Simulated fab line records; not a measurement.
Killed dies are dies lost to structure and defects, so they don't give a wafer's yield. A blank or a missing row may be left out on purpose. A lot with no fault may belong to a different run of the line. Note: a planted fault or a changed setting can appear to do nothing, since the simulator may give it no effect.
Which tool did it? | flow sky130 | 11 lots, 33 wafers sampled, at 4 steps of a route of 708

WHAT EACH GAUGE READ, for each wafer
SKY_CAP2M_THK_MEAS_01.
lot  | measured     | on            | CAP2M_CVD_00_THK (nm)
L369 | day 40 02:07 | film metro-01 | 15.38 15.76 15.49
L373 | day 41 17:38 | film metro-04 | 8.69 9.22 9.21 8.76 9.23 9.13
L375 | day 42 03:01 | film metro-01 | 8.75 8.88 8.67 8.76 8.92 8.69
L380 | day 43 18:16 | film metro-01 | 15.26 15.37 15.34
L382 | day 43 23:01 | film metro-01 | 15.43 15.27 15.31
L383 | day 44 11:04 | film metro-04 | 15.47 15.40 15.65
L385 | day 44 15:10 | film metro-01 | 15.69 15.52 15.59
L387 | day 45 07:16 | film metro-01 | 14.96 15.49 15.57
L388 | day 45 08:10 | film metro-01 | 15.46 15.43 15.29
L389 | day 45 10:55 | film metro-03 | 15.21 15.10 15.05
L390 | day 45 17:21 | film metro-03 | 15.36 15.54 15.82

WHICH TOOL RAN EACH LOT (tool, then ch and the chambers of the sampled wafers, then the start)
lot  | SKY_VIA3_ETCH_15                   | SKY_METAL4_SPUTTER_03        | SKY_CAP2M_CVD_00
L369 | rie diel-03 ch 0,1,3, day 40 00:29 | pvd sputter-03, day 40 02:01 | pecvd-04 ch 1,2, day 40 02:05
L373 | rie diel-03 ch 1,3, day 41 16:07   | pvd sputter-04, day 41 17:32 | pecvd-04 ch 0,1, day 41 17:35
L375 | rie diel-02 ch 0,1,3, day 42 01:23 | pvd sputter-04, day 42 02:55 | pecvd-04 ch 0,1,2, day 42 02:59
L380 | rie diel-02 ch 1,2,3, day 43 16:44 | pvd sputter-04, day 43 18:11 | pecvd-02 ch 0,1, day 43 18:15
L382 | rie diel-02 ch 0,1, day 43 21:29   | pvd sputter-03, day 43 22:54 | pecvd-02 ch 0,1,2, day 43 22:58
L383 | rie diel-02 ch 0,2,3, day 44 09:32 | pvd sputter-03, day 44 10:58 | pecvd-02 ch 0,1, day 44 11:02
L385 | rie diel-03 ch 0,3, day 44 13:38   | pvd sputter-03, day 44 15:03 | pecvd-04 ch 0,1,2, day 44 15:07
L387 | rie diel-02 ch 0,1,3, day 45 04:37 | pvd sputter-03, day 45 07:10 | pecvd-02 ch 0,1,2, day 45 07:14
L388 | rie diel-03 ch 2,3, day 45 06:14   | pvd sputter-03, day 45 08:04 | pecvd-04 ch 0,2, day 45 08:08
L389 | rie diel-04 ch 0,2,3, day 45 09:25 | pvd sputter-03, day 45 10:49 | pecvd-02 ch 0,1,2, day 45 10:53
L390 | rie diel-04 ch 0,3, day 45 15:50   | pvd sputter-02, day 45 17:14 | pecvd-04 ch 0,1, day 45 17:19
- SKY_VIA3_ETCH_15: etches SiO2 in C4F8/O2/Ar, stops on TiN, target depth 507 nm, time 78 s.
- SKY_METAL4_SPUTTER_03: material Ti, target thk 5 nm, time 3.3 s.
- SKY_CAP2M_CVD_00: deposits SiO2, target thk 15.5 nm.

THE ANSWER, worked out from the rows above alone
Rule: the usual values come from the lots themselves. Put in order of their means at a reading, lots are off if they are a third of the lots or fewer, leave a main group of 4 or more, and stand apart from it by a gap of 3 or more times the standard deviation of the main group's means; of several such gaps the widest counts. A main group whose means are all the same, to the digits that the tables above print for the reading, isn't used. Also off: a lot with no number at a reading for which 4 or more lots have one. Where the step has rows for the other lots, those lots are counted as sound.
Off: L373, L375, at SKY_CAP2M_THK_MEAS_01 (CAP2M_CVD_00_THK). For the main group the mean is 15.42 nm and the standard deviation 0.15.
If a tool, at a process step before that reading, ran all the lots that are off and no sound lot after the first of them, it fits. The gauges at SKY_CAP2M_THK_MEAS_01 are tried like those tools. None of those tried fits.

WHAT THE SIMULATOR PUT IN
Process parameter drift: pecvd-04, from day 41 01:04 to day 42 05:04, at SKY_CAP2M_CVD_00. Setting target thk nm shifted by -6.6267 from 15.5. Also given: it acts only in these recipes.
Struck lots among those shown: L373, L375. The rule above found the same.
